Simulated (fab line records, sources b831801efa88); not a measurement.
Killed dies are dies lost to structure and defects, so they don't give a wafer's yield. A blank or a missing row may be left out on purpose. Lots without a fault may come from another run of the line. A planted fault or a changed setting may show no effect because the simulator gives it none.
fab line records | flow sky130
record lots=6 wafers=18 last_day=50
route steps=708 shown CONTACT@418 METAL1@434 VIA1@458 PAD_OPEN@708
lots that met no fault: from a run of the same line without faults
start_h: hours from the record's first day to the start of the lot's first wafer shown | wait_h: hours since the lot's step before | " the same as in the row above | L1.1+2: a row that stands for several wafers | - no value, or no start given | * or withheld: withheld | < > ~ a bound
route shown NAME@n: a module of which the file shows steps, and the number in the route of the first | usual: mean/standard deviation of fault-free wafers | same: alike in all rows | chamber/n: place in a boat | sites: the reading at each site | _std_site: their standard deviation | _edge_site: outer sites' mean less inner sites' | radius_mm: how far each site lies from the wafer's centre | mask NAME#n: copy n | behind: the tool/chamber that last shaped the wafer | hold: why the lot was held/for how many hours/how that ended | device: the transistor (n, p or np) that didn't switch | end of line: the same wafers' tests at the end of the route | a step without rows: its recipe alone | killed: dies lost to structure and defects at the first sort, not the wafer's yield | map: a wafer's dies, x killed, . not, _ none there
set.NAME: the setting as run; set.NAME@STEP: as run at that earlier step | model.NAME: the simulator's own value behind a step, which no gauge read
lots at some steps of the route; a table a step, a row a wafer
services: from which hour (start_h, from the record's first day; less than 0 if before it) a tool's chamber was out of use, for how many hours, and why
## steps
# step SKY_CONTACT_PEB_12
# recipe peb_temp_c=withheld peb_time_s=withheld resist=KrF-thick
# step SKY_CONTACT_DEVELOP_13
# recipe develop_time_s=60 resist=KrF-thick dev_temp_c=21
# step SKY_CONTACT_CD_MEAS_14
# recipe target_cd_nm=170
# usual cd_nm=169.7/1.5
# columns lot.wafer tool chamber start_h wait_h cd_nm
L619.2 cd_sem-02 - 753.36 - 169.1
L619.4 " - " " 168.3
L619.5 " - " " 169.0
L620.3 cd_sem-01 - 761.18 - 167.8
L620.5 " - " " 166.7
L620.6 " - " " 167.1
L630.2 cd_sem-01 - 842.41 - 170.9
L630.4 " - " " 170.7
L630.5 " - " " 169.7
L631.1 cd_sem-01 - 854.97 - 169.4
L631.3 " - " " 170.6
L631.6 " - " " 168.8
L639.2 cd_sem-01 - 908.81 - 169.8
L639.4 " - " " 170.5
L639.5 " - " " 170.5
L638.1 cd_sem-01 - 913.84 - 171.0
L638.2 " - " " 171.5
L638.6 " - " " 171.5
# step SKY_CONTACT_OVL_MEAS_15
# usual CONTACT_OVL=-1/4.2
# columns lot.wafer tool chamber start_h wait_h CONTACT_OVL[nm]
L619.2 overlay-02 - 753.47 0.1 3
L619.4 " - " " 5
L619.5 " - " " -3
L620.3 overlay-02 - 761.27 0.1 6
L620.5 " - " " -3
L620.6 " - " " -5
L630.2 overlay-01 - 842.52 0.1 0
L630.4 " - " " 4
L630.5 " - " " 0
L631.1 overlay-02 - 855.09 0.1 3
L631.3 " - " " -3
L631.6 " - " " 4
L639.2 overlay-01 - 908.92 0.1 -3
L639.4 " - " " -3
L639.5 " - " " 2
L638.1 overlay-02 - 913.96 0.1 3
L638.2 " - " " 3
L638.6 " - " " -4
# step SKY_CONTACT_ETCH_16
# recipe chemistry=N2/H2 target=BARC ion_energy_ev=200 source_w=500 bias_w=100 pressure_mtorr=30 n2_flow_sccm=100 h2_flow_sccm=200 stop_on=SiO2 time_s=45.9 target_depth_a=600
# usual drypump_motor_current_A=5.8/0.46 oes_product_au=0.855/0.0046 throttle_valve_pct=13.225/0.01
# columns lot.wafer tool chamber start_h wait_h drypump_motor_current_A oes_product_au rf_hours_counter_h throttle_valve_pct
L619.2 rie_diel-03 0 753.50 0.0 5.7 0.849 37 13.219
L619.4 " 1 " " 6.7 0.860 15 13.229
L619.5 " 3 " " 5.3 0.845 - 13.219
L620.3 rie_diel-03 3 761.30 0.0 5.3 0.853 18 13.221
L620.5 " 2 " " 6.2 0.849 - 13.224
L620.6 " 3 " " 5.2 0.859 - 13.241
L630.2 rie_diel-01 2 842.55 0.0 5.8 0.850 13 13.223
L630.4 " 3 " " 5.0 0.851 6 13.214
L630.5 " 2 " " 5.8 0.850 - 13.217
L631.1 rie_diel-01 1 855.13 0.0 6.2 0.863 15 13.232
L631.3 " 0 " " 6.1 0.852 11 13.221
L631.6 " 3 " " 5.1 0.852 - 13.236
L639.2 rie_diel-01 0 908.95 0.0 6.1 0.861 13 13.237
L639.4 " 1 " " 6.2 0.858 16 13.215
L639.5 " 1 " " 6.2 0.854 - 13.238
L638.1 rie_diel-01 0 914.00 0.0 6.1 0.856 13 13.227
L638.2 " 1 " " 6.2 0.855 16 13.229
L638.6 " 0 " " 6.1 0.857 - 13.217
# step SKY_CONTACT_ETCH_17
# recipe target=SiO2 chemistry=C4F8/O2/Ar stop_on=Si3N4 mask_material=KrF-thick source_w=1500 bias_w=1200 pressure_mtorr=40 c4f8_flow_sccm=withheld O2_flow_sccm=6 Ar_flow_sccm=300 time_s=withheld target_depth_a=3400
# step SKY_CONTACT_ETCH_18
# recipe target=Si3N4 chemistry=CHF3/O2 stop_on=TiN source_w=600 bias_w=200 pressure_mtorr=40 chf3_flow_sccm=50 O2_flow_sccm=5 time_s=39 target_depth_a=750
# step SKY_CONTACT_STRIP_19
# recipe chemistry=O2/N2 power_w=1400 pressure_mtorr=1500 platen_temp_c=withheld o2_flow_sccm=3000 n2_flow_sccm=300 overash_fraction=0.5
# step SKY_CONTACT_STRIP_20
# recipe chemistry=post_etch_residue_remover time_s=1200 temp_c=72.5
# step SKY_CONTACT_CLEAN_21
# recipe chemistry=IPA time_s=180 temp_c=25
# step SKY_CONTACT_CLEAN_22
# recipe chemistry=O3/DIW dry=n2_spin
# step SKY_CONTACT_SPUTTER_23
# recipe material=TiN target_thk_nm=20 chamber_pressure_pa=5 power_w=4000 time_s=80
# usual throttle_valve_pct=29.3/1.3
# columns lot.wafer tool chamber start_h wait_h throttle_valve_pct
L619.2 pvd_sputter-03 - 754.31 0.0 30.8
L619.4 " - " " 30.1
L619.5 " - " " 26.5
L620.3 pvd_sputter-04 - 762.02 0.0 28.9
L620.5 " - " " 30.2
L620.6 " - " " 30.6
L630.2 pvd_sputter-01 - 843.31 0.0 29.6
L630.4 " - " " 30.6
L630.5 " - " " 30.5
L631.1 pvd_sputter-03 - 855.85 0.0 29.0
L631.3 " - " " 26.5
L631.6 " - " " 29.2
L639.2 pvd_sputter-01 - 910.07 0.0 28.9
L639.4 " - " " 30.6
L639.5 " - " " 30.4
L638.1 pvd_sputter-03 - 914.72 0.0 29.3
L638.2 " - " " 26.8
L638.6 " - " " 30.8
# step SKY_CONTACT_CVD_24
# recipe material=W target_thk_nm=340 time_s=102.12 temp_c=400 pressure_torr=40
# usual chamber_pressure_Torr=40.00/0.09 heater_power_w=978/38
# columns lot.wafer tool chamber start_h wait_h chamber_pressure_Torr heater_power_w
L619.2 cvd_w-02 1 754.37 0.0 39.94 922
L619.4 " 1 " " 39.98 922
L619.5 " 1 " " 39.88 926
L620.3 cvd_w-02 0 762.12 0.1 39.94 1047
L620.5 " 0 " " 40.03 1026
L620.6 " 1 " " 39.98 944
L630.2 cvd_w-01 0 843.37 0.0 40.05 976
L630.4 " 1 " " 39.96 985
L630.5 " 0 " " 40.03 1004
L631.1 cvd_w-01 1 855.92 0.0 39.98 980
L631.3 " 1 " " 39.94 973
L631.6 " 1 " " 40.09 963
L639.2 cvd_w-01 1 910.13 0.0 39.98 991
L639.4 " 1 " " 40.04 967
L639.5 " 0 " " 39.95 989
L638.1 cvd_w-01 1 914.78 0.0 40.14 999
L638.2 " 0 " " 39.91 986
L638.6 " 1 " " 40.19 974
# step SKY_CONTACT_RS_MEAS_25
# recipe thk_meas_gauge=four-point-probe reads=W_of_CONTACT_CVD_24+TiN_of_CONTACT_SPUTTER_23
# usual CONTACT_W_RS=0.340/0.0045
# columns lot.wafer tool chamber start_h wait_h CONTACT_W_RS[ohm/sq]
L619.2 film_metro-01 - 754.50 0.1 0.340
L619.4 " - " " 0.342
L619.5 " - " " 0.337
L620.3 film_metro-01 - 762.23 0.1 0.345
L620.5 " - " " 0.347
L620.6 " - " " 0.344
L630.2 film_metro-04 - 843.50 0.1 0.344
L630.4 " - " " 0.347
L630.5 " - " " 0.348
L631.1 film_metro-02 - 856.14 0.2 0.344
L631.3 " - " " 0.344
L631.6 " - " " 0.341
L639.2 film_metro-04 - 910.26 0.1 0.341
L639.4 " - " " 0.342
L639.5 " - " " 0.334
L638.1 film_metro-04 - 914.89 0.1 0.337
L638.2 " - " " 0.330
L638.6 " - " " 0.340
# step SKY_CONTACT_THK_MEAS_26
# recipe thk_meas_gauge=xrf reads=W_of_CONTACT_CVD_24
# usual CONTACT_W_THK=331/5.5
# columns lot.wafer tool chamber start_h wait_h CONTACT_W_THK[nm]
L619.2 film_metro-01 - 754.61 0.1 328
L619.4 " - " " 328
L619.5 " - " " 331
L620.3 film_metro-01 - 762.33 0.1 321
L620.5 " - " " 321
L620.6 " - " " 326
L630.2 film_metro-04 - 843.61 0.1 326
L630.4 " - " " 325
L630.5 " - " " 325
L631.1 film_metro-02 - 856.26 0.1 323
L631.3 " - " " 323
L631.6 " - " " 324
L639.2 film_metro-04 - 910.37 0.1 335
L639.4 " - " " 334
L639.5 " - " " 341
L638.1 film_metro-04 - 915.01 0.1 337
L638.2 " - " " 344
L638.6 " - " " 335
# step SKY_CONTACT_CMP_27
# recipe stop_on=SiO2 t_overpolish_s=15 down_force_psi=3.5 platen_rpm=60 target_thk_nm=0 pad_velocity_m_s=0.94248
# step SKY_METAL1_SPUTTER_00
# recipe material=Ti target_thk_nm=15 power_w=3000 time_s=10 chamber_pressure_pa=0.4
# usual throttle_valve_pct=29.7/1.2
# columns lot.wafer tool chamber start_h wait_h throttle_valve_pct
L619.2 pvd_sputter-04 - 754.96 0.2 30.0
L619.4 " - " " 30.0
L619.5 " - " " 30.6
L620.3 pvd_sputter-03 - 762.67 0.2 29.4
L620.5 " - " " 30.7
L620.6 " - " " 29.9
L630.2 pvd_sputter-03 - 843.96 0.1 31.0
L630.4 " - " " 29.0
L630.5 " - " " 30.8
L631.1 pvd_sputter-03 - 856.62 0.2 29.3
L631.3 " - " " 26.4
L631.6 " - " " 30.9
L639.2 pvd_sputter-02 - 910.72 0.2 29.5
L639.4 " - " " 30.8
L639.5 " - " " 30.8
L638.1 pvd_sputter-02 - 915.37 0.1 29.8
L638.2 " - " " 31.1
L638.6 " - " " 29.9
# step SKY_METAL1_SPUTTER_01
# recipe material=TiN target_thk_nm=20 power_w=6500 time_s=16.7 chamber_pressure_pa=0.4
# step SKY_METAL1_SPUTTER_02
# recipe material=AlCu target_thk_nm=250 power_w=10600 time_s=13.3 chamber_pressure_pa=0.4
# step SKY_METAL1_SPUTTER_03
# recipe material=Ti target_thk_nm=5 power_w=3000 time_s=3.3 chamber_pressure_pa=0.4
# step SKY_METAL1_SPUTTER_04
# recipe material=TiN target_thk_nm=70 power_w=6500 time_s=58.3 chamber_pressure_pa=0.4
# step SKY_METAL1_RS_MEAS_05
# recipe thk_meas_gauge=four-point-probe reads=TiN_of_METAL1_SPUTTER_04+Ti_of_METAL1_SPUTTER_03+AlCu_of_METAL1_SPUTTER_02+TiN_of_METAL1_SPUTTER_01+Ti_of_METAL1_SPUTTER_00
# usual METAL1_ALCU_RS=0.1273/0.0017
# columns lot.wafer tool chamber start_h wait_h METAL1_ALCU_RS[ohm/sq]
L619.2 film_metro-01 - 755.12 0.0 0.1283
L619.4 " - " " 0.1283
L619.5 " - " " 0.1272
L620.3 film_metro-01 - 762.85 0.1 0.1252
L620.5 " - " " 0.1251
L620.6 " - " " 0.1259
L630.2 film_metro-03 - 844.12 0.0 0.1257
L630.4 " - " " 0.1255
L630.5 " - " " 0.1280
L631.1 film_metro-03 - 856.76 0.0 0.1266
L631.3 " - " " 0.1271
L631.6 " - " " 0.1283
L639.2 film_metro-02 - 910.88 0.0 0.1273
L639.4 " - " " 0.1241
L639.5 " - " " 0.1250
L638.1 film_metro-01 - 915.51 0.0 0.1290
L638.2 " - " " 0.1302
L638.6 " - " " 0.1297
# step SKY_METAL1_THK_MEAS_06
# recipe thk_meas_gauge=xrf reads=AlCu_of_METAL1_SPUTTER_02
# usual METAL1_ALCU_THK=251/3.3
# columns lot.wafer tool chamber start_h wait_h METAL1_ALCU_THK[nm]
L619.2 film_metro-01 - 755.23 0.1 247
L619.4 " - " " 248
L619.5 " - " " 251
L620.3 film_metro-01 - 762.95 0.1 255
L620.5 " - " " 256
L620.6 " - " " 252
L630.2 film_metro-03 - 844.23 0.1 255
L630.4 " - " " 255
L630.5 " - " " 250
L631.1 film_metro-03 - 856.88 0.1 252
L631.3 " - " " 252
L631.6 " - " " 249
L639.2 film_metro-02 - 910.99 0.1 250
L639.4 " - " " 257
L639.5 " - " " 257
L638.1 film_metro-01 - 915.63 0.1 247
L638.2 " - " " 246
L638.6 " - " " 247
# step SKY_METAL1_DEHYDRATE_07
# recipe temp_c=200 time_s=60
# step SKY_METAL1_HMDS_08
# recipe prime_time_s=60 prime_temp_c=120
# step SKY_METAL1_COAT_09
# recipe resist=BARC temp_c=withheld time_s=withheld spin_rpm=3000 resist_thk_nm=60
# step SKY_METAL1_COAT_10
# recipe resist=KrF-thick spin_rpm=3000 resist_thk_nm=450
# step SKY_METAL1_SOFTBAKE_11
# recipe temp_c=100 time_s=90 resist=KrF-thick
# step SKY_METAL1_EXPOSE_12
# recipe mask_id=MM1 na=0.8 source_shape=annular sigma_inner=0.55 sigma_outer=0.85 target_cd_nm=140 dose_mj=28
# step SKY_METAL1_PEB_13
# recipe peb_temp_c=withheld peb_time_s=withheld resist=KrF-thick
# step SKY_METAL1_DEVELOP_14
# recipe develop_time_s=60 resist=KrF-thick dev_temp_c=21
# step SKY_METAL1_CD_MEAS_15
# recipe target_cd_nm=140
# usual cd_nm=139.8/1.5
# columns lot.wafer tool chamber start_h wait_h cd_nm
L619.2 cd_sem-02 - 782.39 - 138.8
L619.4 " - " " 140.2
L619.5 " - " " 141.0
L620.3 cd_sem-01 - 789.86 - 138.2
L620.5 " - " " 136.9
L620.6 " - " " 136.7
L630.2 cd_sem-02 - 870.29 - 138.5
L630.4 " - " " 137.9
L630.5 " - " " 138.3
L631.1 cd_sem-02 - 882.57 - 140.8
L631.3 " - " " 141.5
L631.6 " - " " 142.2
L639.2 cd_sem-02 - 936.09 - 139.4
L639.4 " - " " 141.5
L639.5 " - " " 140.2
L638.1 cd_sem-02 - 941.12 - 139.8
L638.2 " - " " 139.6
L638.6 " - " " 139.7
# step SKY_METAL1_OVL_MEAS_16
# usual METAL1_OVL=-2/6.6
# columns lot.wafer tool chamber start_h wait_h METAL1_OVL[nm]
L619.2 overlay-01 - 782.50 0.1 8
L619.4 " - " " 4
L619.5 " - " " 8
L620.3 overlay-01 - 789.95 0.1 -13
L620.5 " - " " -1
L620.6 " - " " -5
L630.2 overlay-02 - 870.40 0.1 -7
L630.4 " - " " 1
L630.5 " - " " -1
L631.1 overlay-02 - 882.69 0.1 -5
L631.3 " - " " -3
L631.6 " - " " 0
L639.2 overlay-02 - 936.20 0.1 -7
L639.4 " - " " -8
L639.5 " - " " 2
L638.1 overlay-01 - 941.24 0.1 3
L638.2 " - " " 0
L638.6 " - " " -6
# step SKY_METAL1_DESCUM_17
# recipe chemistry=O2 source_power_w=150 bias_power_w=0 pressure_mtorr=10 temp_c=40 time_s=8
# step SKY_METAL1_ETCH_18
# recipe chemistry=N2/H2 target=BARC ion_energy_ev=200 bias_w=100 pressure_mtorr=30 n2_flow_sccm=100 h2_flow_sccm=200 icp_w=500 stop_on=SiO2 time_s=45.9 target_depth_a=600
# usual drypump_motor_current_A=6.1/0.32 oes_product_au=0.855/0.0047 throttle_valve_pct=13.225/0.0091
# columns lot.wafer tool chamber start_h wait_h drypump_motor_current_A oes_product_au rf_hours_counter_h throttle_valve_pct
L619.2 rie_metal-02 1 782.61 0.1 5.8 0.845 - 13.238
L619.4 " 1 " " 5.7 0.849 - 13.238
L619.5 " 1 " " 5.7 0.858 - 13.231
L620.3 rie_metal-04 1 790.03 0.0 6.6 0.863 - 13.212
L620.5 " 1 " " 6.6 0.854 - 13.235
L620.6 " 0 " " 5.6 0.853 - 13.227
L630.2 rie_metal-02 0 870.46 0.0 6.1 0.858 4 13.218
L630.4 " 1 " " 5.8 0.853 - 13.236
L630.5 " 1 " " 5.8 0.848 - 13.220
L631.1 rie_metal-01 1 882.76 0.0 6.4 0.858 4 13.215
L631.3 " 0 " " 6.1 0.857 - 13.221
L631.6 " 0 " " 6.1 0.854 - 13.232
L639.2 rie_metal-01 0 936.26 0.0 6.2 0.856 16 13.218
L639.4 " 1 " " 6.4 0.845 - 13.223
L639.5 " 0 " " 6.2 0.856 - 13.218
L638.1 rie_metal-02 0 941.31 0.0 6.1 0.854 8 13.220
L638.2 " 1 " " 5.7 0.856 0 13.222
L638.6 " 0 " " 6.1 0.850 - 13.234
# step SKY_METAL1_METAL_ETCH_19
# recipe target_depth_a=3600 stop_on=SiO2 over_etch_frac=0.3 time_s=78 chemistry=Cl2/BCl3 resist_sidewall_deg=88 pressure_mtorr=10 icp_w=900 bias_w=48.5 Cl2_flow_sccm=60 bcl3_flow_sccm=30
# usual drypump_motor_current_A=6.1/0.31 oes_product_au=0.853/0.0067 throttle_valve_pct=22.266/0.0093
# columns lot.wafer tool chamber start_h wait_h drypump_motor_current_A oes_product_au rf_hours_counter_h throttle_valve_pct
L619.2 rie_metal-02 1 782.75 0.1 5.7 0.839 - 22.254
L619.4 " 1 " " 5.7 0.857 - 22.266
L619.5 " 1 " " 5.7 0.857 - 22.257
L620.3 rie_metal-04 1 790.10 0.1 6.6 0.851 - 22.263
L620.5 " 1 " " 6.6 0.862 - 22.262
L620.6 " 0 " " 5.6 0.866 - 22.269
L630.2 rie_metal-02 0 870.52 0.0 6.1 0.856 4 22.275
L630.4 " 1 " " 5.7 0.850 - 22.257
L630.5 " 1 " " 5.7 0.860 - 22.256
L631.1 rie_metal-01 1 882.82 0.0 6.4 0.859 4 22.258
L631.3 " 0 " " 6.2 0.856 - 22.268
L631.6 " 0 " " 6.2 0.855 - 22.270
L639.2 rie_metal-01 0 936.32 0.0 6.1 0.844 16 22.255
L639.4 " 1 " " 6.3 0.860 - 22.262
L639.5 " 0 " " 6.2 0.864 - 22.254
L638.1 rie_metal-02 0 941.37 0.0 6.0 0.844 8 22.267
L638.2 " 1 " " 5.7 0.854 0 22.264
L638.6 " 0 " " 6.1 0.853 - 22.270
# step SKY_METAL1_STRIP_20
# recipe chemistry=O2/N2 power_w=1400 pressure_mtorr=1500 platen_temp_c=withheld o2_flow_sccm=3000 n2_flow_sccm=300 overash_fraction=0.5
# step SKY_METAL1_STRIP_21
# recipe chemistry=post_etch_residue_remover time_s=1200 temp_c=72.5
# step SKY_METAL1_CLEAN_22
# recipe chemistry=IPA time_s=180 temp_c=25
# step SKY_METAL1_CLEAN_23
# recipe chemistry=O3/DIW dry=n2_spin
# step SKY_VIA1_HDPCVD_00
# recipe material=SiO2 target_thk_nm=1030 sigma_open_frac=0.3 time_s=171.7 temp_c=400 sih4_flow_sccm=60 pressure_mtorr=6
# step SKY_VIA1_THK_MEAS_01
# recipe reads=SiO2_of_VIA1_HDPCVD_00
# usual VIA1_HDPCVD_THK=1024/15
# columns lot.wafer tool chamber start_h wait_h VIA1_HDPCVD_THK[nm]
L619.2 film_metro-02 - 783.62 0.1 1021
L619.4 " - " " 1033
L619.5 " - " " 1048
L620.3 film_metro-02 - 790.88 0.1 1039
L620.5 " - " " 1050
L620.6 " - " " 1014
L630.2 film_metro-04 - 871.33 0.1 1045
L630.4 " - " " 1030
L630.5 " - " " 991
L631.1 film_metro-04 - 883.62 0.1 1036
L631.3 " - " " 1009
L631.6 " - " " 1004
L639.2 film_metro-03 - 937.16 0.1 1026
L639.4 " - " " 1017
L639.5 " - " " 1044
L638.1 film_metro-02 - 942.20 0.1 1050
L638.2 " - " " 1019
L638.6 " - " " 1052
# step SKY_PAD_OPEN_PROBE_99
# usual killed_at_M0_to_M3=46/6.7 killed_at_M4_up=3.3/2 killed_at_contacts=24/5.4 killed_at_front_end=15/4.3 killed_at_other=0.4/0.64 killed_dies=89/9.1 killed_open=48/7.2 killed_short=40/6.3
# same gross_dies=492 killed_at_back_side=0
# columns lot.wafer tool chamber start_h wait_h hold killed_at_M0_to_M3 killed_at_M4_up killed_at_contacts killed_at_front_end killed_at_other killed_dies killed_open killed_short
L619.2 prober-02 - 1093.21 0.1 - 42 5 27 15 0 89 51 37
L619.4 prober-02 - 1093.31 0.2 - 50 0 29 16 2 97 48 46
L619.5 prober-02 - 1093.36 0.2 - 55 4 28 16 1 104 39 65
L620.3 prober-01 - 1100.14 0.2 - 37 6 21 13 2 79 42 34
L620.5 prober-01 - 1100.24 0.2 - 39 3 29 19 1 91 49 41
L620.6 prober-01 - 1100.29 0.2 - 38 1 18 21 0 78 43 34
L630.2 prober-02 - 1162.71 0.1 - 56 2 32 11 0 101 54 47
L630.4 prober-02 - 1162.81 0.2 - 56 4 30 9 0 99 55 44
L630.5 prober-02 - 1162.86 0.2 - 48 4 32 9 0 93 49 44
L631.1 prober-01 - 1167.22 0.1 - 36 1 20 13 0 70 41 29
L631.3 prober-01 - 1167.32 0.2 - 49 3 10 24 0 86 42 43
L631.6 prober-01 - 1167.47 0.2 - 44 5 24 15 0 88 43 45
L639.2 prober-01 - 1203.75 0.1 await_dispo/1.5h/release 45 2 77 15 0 139 43 36
L639.4 prober-01 - 1203.85 0.2 await_dispo/1.5h/release 44 5 84 9 0 142 45 34
L639.5 prober-01 - 1203.90 0.2 await_dispo/1.5h/release 44 4 70 12 0 130 48 31
L638.1 prober-02 - 1207.32 0.1 await_dispo/2.0h/release 41 2 77 8 0 128 45 28
L638.2 prober-02 - 1207.37 0.1 await_dispo/2.0h/release 38 4 77 9 1 129 36 34
L638.6 prober-02 - 1207.57 0.2 await_dispo/2.0h/release 35 3 82 9 1 130 38 35
# killed by level:class
L619.2 VIA1:geometric_particle:open=13 CONTACT:geometric_particle:open=11 VIA2:geometric_particle:open=7 FIELD_ISO:geometric_particle:open=5 LI_CONTACT:geometric_particle:open=5 CONTACT:geometric_particle:short=5 VIA1:geometric_particle:short=5 METAL4:geometric_particle:short=5
L619.4 CONTACT:geometric_particle:open=14 VIA1:geometric_particle:open=8 VIA3:geometric_particle:open=8 FIELD_ISO:geometric_particle:short=6 METAL2:geometric_particle:short=6 METAL1:geometric_particle:short=6 VIA1:geometric_particle:short=6 VIA2:geometric_particle:short=5
L619.5 METAL2:geometric_particle:short=12 VIA1:geometric_particle:open=9 CONTACT:geometric_particle:short=9 VIA3:geometric_particle:short=7 VIA3:geometric_particle:open=7 CONTACT:geometric_particle:open=6 METAL3:geometric_particle:short=6 FIELD_ISO:geometric_particle:short=5
L620.3 FIELD_ISO:geometric_particle:open=7 LI_CONTACT:geometric_particle:open=7 VIA1:geometric_particle:open=7 VIA3:geometric_particle:open=7 CONTACT:geometric_particle:open=6 VIA1:geometric_particle:short=5 METAL4:geometric_particle:short=5 CONTACT:geometric_particle:short=4
L620.5 VIA1:geometric_particle:open=10 LOCAL_INTERCONNECT:geometric_particle:short=8 LI_CONTACT:geometric_particle:open=7 CONTACT:geometric_particle:open=7 FIELD_ISO:geometric_particle:open=6 VIA2:geometric_particle:short=6 VIA2:geometric_particle:open=6 POLY_GATE:geometric_particle:open=5
L620.6 POLY_GATE:geometric_particle:open=11 METAL2:geometric_particle:short=10 CONTACT:geometric_particle:open=9 VIA3:geometric_particle:open=6 VIA1:geometric_particle:open=5 VIA2:geometric_particle:open=5 METAL3:geometric_particle:short=5 FIELD_ISO:geometric_particle:open=4
L630.2 CONTACT:geometric_particle:open=12 VIA2:geometric_particle:open=9 VIA1:geometric_particle:open=9 LI_CONTACT:geometric_particle:open=7 CONTACT:geometric_particle:short=7 VIA3:geometric_particle:open=7 METAL1:geometric_particle:short=6 METAL2:geometric_particle:short=5
L630.4 VIA1:geometric_particle:open=15 CONTACT:geometric_particle:open=10 LI_CONTACT:geometric_particle:open=9 VIA3:geometric_particle:open=8 METAL2:geometric_particle:short=7 FIELD_ISO:geometric_particle:open=5 VIA2:geometric_particle:open=5 METAL1:geometric_particle:short=5
L630.5 CONTACT:geometric_particle:open=15 VIA3:geometric_particle:open=9 VIA1:geometric_particle:short=9 VIA1:geometric_particle:open=9 FIELD_ISO:geometric_particle:short=6 CONTACT:geometric_particle:short=6 LI_CONTACT:geometric_particle:open=6 METAL2:geometric_particle:short=6
L631.1 CONTACT:geometric_particle:open=10 VIA1:geometric_particle:open=9 VIA2:geometric_particle:open=6 VIA1:geometric_particle:short=4 LI_CONTACT:geometric_particle:open=4 LOCAL_INTERCONNECT:geometric_particle:short=4 FIELD_ISO:geometric_particle:short=3 FIELD_ISO:geometric_particle:open=3
L631.3 VIA1:geometric_particle:short=8 VIA2:geometric_particle:open=8 VIA1:geometric_particle:open=7 METAL2:geometric_particle:short=7 SPACER:geometric_particle:open=6 METAL1:geometric_particle:short=6 POLY_GATE:geometric_particle:short=4 POLY_GATE:geometric_particle:open=4
L631.6 CONTACT:geometric_particle:open=13 METAL3:geometric_particle:short=8 VIA2:geometric_particle:open=7 VIA1:geometric_particle:short=6 POLY_GATE:geometric_particle:short=5 VIA1:geometric_particle:open=5 METAL2:geometric_particle:short=4 CONTACT:geometric_particle:short=4
L639.2 CONTACT:unspecified=60 METAL2:geometric_particle:short=9 VIA3:geometric_particle:open=7 VIA1:geometric_particle:open=7 LI_CONTACT:geometric_particle:open=6 CONTACT:geometric_particle:open=6 FIELD_ISO:geometric_particle:open=5 POLY_GATE:geometric_particle:short=4
L639.4 CONTACT:unspecified=63 VIA1:geometric_particle:open=11 VIA3:geometric_particle:open=8 LI_CONTACT:geometric_particle:open=7 CONTACT:geometric_particle:open=7 FIELD_ISO:geometric_particle:short=5 VIA3:geometric_particle:short=4 VIA1:geometric_particle:short=4
L639.5 CONTACT:unspecified=51 VIA1:geometric_particle:open=12 VIA3:geometric_particle:open=10 CONTACT:geometric_particle:open=8 LI_CONTACT:geometric_particle:open=7 FIELD_ISO:geometric_particle:short=5 METAL2:geometric_particle:short=5 METAL1:geometric_particle:short=4
L638.1 CONTACT:unspecified=55 VIA2:geometric_particle:open=14 CONTACT:geometric_particle:open=8 VIA3:geometric_particle:open=5 LI_CONTACT:geometric_particle:open=5 VIA1:geometric_particle:open=5 LOCAL_INTERCONNECT:geometric_particle:short=4 CONTACT:geometric_particle:short=4
L638.2 CONTACT:unspecified=59 CONTACT:geometric_particle:open=9 VIA1:geometric_particle:short=9 VIA2:geometric_particle:open=7 VIA1:geometric_particle:open=6 LI_CONTACT:geometric_particle:open=4 VIA3:geometric_particle:open=4 METAL4:geometric_particle:short=4
L638.6 CONTACT:unspecified=57 LI_CONTACT:geometric_particle:open=11 CONTACT:geometric_particle:open=8 METAL1:geometric_particle:short=7 VIA1:geometric_particle:open=7 FIELD_ISO:geometric_particle:short=3 CONTACT:geometric_particle:short=3 VIA3:geometric_particle:open=3
# map L638.6 (x killed, . not)
__________.......x.._________
________............x._______
______......x.x......xx._____
_____.x.x.......x......x.____
____...................x..___
___........................__
__............x.x.x..x......_
_.....xxx.............x......
_..xxx.x...........x..x......
_........xxx........x........
_.......x.....x...x...x.xx..x
_....x....x...x.x..x.x....xx.
_..x...xx..x....x..x........x
_.x.........xx.........xx..x.
_......xx..xx.x....x..x...x..
__...xx.xxxxxxxxx.x......x.._
___.x...xxxxxxx..x...x.....__
____..xxxxxxxxxx..........___
_____.xxxxxxxxxx.......x.____
______.xxxxxxxx.......x._____
________xxxxxxxx......_______
__________xxx.x....._________
# map L639.4 (x killed, . not)
__________.x.....x.._________
________........x....._______
______.....xx...x.....x._____
_____.xx.x...........x...____
____x.x................x.x___
___...x....x..x.x....x...xx__
__x...x..x....x.....x.x...x._
_..............xx............
_..x.........x...............
_...........xx...............
_....x.x...xx...xx.......x...
_.x.....x....x..x........x...
_...x.....x.....x..x.........
_.x......xxx...xx....x......x
_......xxxx.xx.x...........x.
__....xxxxxxxxxxx.x.x....x.._
___..x.xxxxxxxxxxx..x.x....__
____..xxxxxxxxxxx.........___
_____.xxxxxxxxxx....x...x____
______xxxxxxxxxxxx......_____
________xxxxxxx......._______
__________.xx.x...xx_________
## services
# columns tool chamber start_h hours kind
rie_diel-01 - 758.15 14.6 pm
pvd_sputter-02 - 763.17 1.6 repair
rie_diel-03 - 770.23 0.6 repair
rie_diel-03 2 778.72 9.5 repair
cvd_w-02 - 782.29 2.8 pm
rie_diel-03 0 791.14 3.5 repair
rie_metal-02 1 797.27 13.0 repair
pvd_sputter-04 - 797.39 6.3 repair
pvd_sputter-01 - 812.85 0.6 repair
rie_diel-01 2 814.95 5.2 repair
pvd_sputter-02 - 815.32 7.7 repair
rie_metal-02 0 826.93 2.3 repair
rie_diel-03 2 835.33 6.9 repair
cvd_w-02 - 843.39 1.2 repair
rie_diel-03 0 851.20 11.3 repair
cvd_w-01 0 852.92 4.2 repair
pvd_sputter-04 - 878.17 1.7 repair
rie_diel-03 - 884.56 0.2 repair
pvd_sputter-01 - 897.08 3.7 repair
cvd_w-02 - 904.00 14.0 pm
rie_diel-03 0 912.96 3.5 repair
pvd_sputter-04 - 927.74 6.3 repair
pvd_sputter-03 - 931.24 2.2 repair
pvd_sputter-03 - 937.18 2.4 repair
## key
first_sign step=SKY_PAD_OPEN_PROBE_99 reading=killed_at_contacts direction=up sigmas=10 usual=24 struck=78
effect step=SKY_PAD_OPEN_PROBE_99 reading=killed_dies direction=up sigmas=4.9 usual=89 struck=133
met_at SKY_CONTACT_CVD_24
struck_wafers L638.1,L638.2,L638.6,L639.2,L639.4,L639.5
tester_left_out L638,L639
onset_between 855.92 910.13
also_fits time
fault kind=chamber_particle_source tool=cvd_w-01 chamber=- onset_h=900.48 steps=SKY_CONTACT_CVD_24 rate_per_visit_cm2=1.2297 end_h=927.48
# tester_left_out: of these lots the tester's yield and bins aren't shown, on N5 and GAA mostly nor the transistor test; their killed dies are dies lost to structure and defects alone, not to doping, threshold or leakage, so they don't give the yield
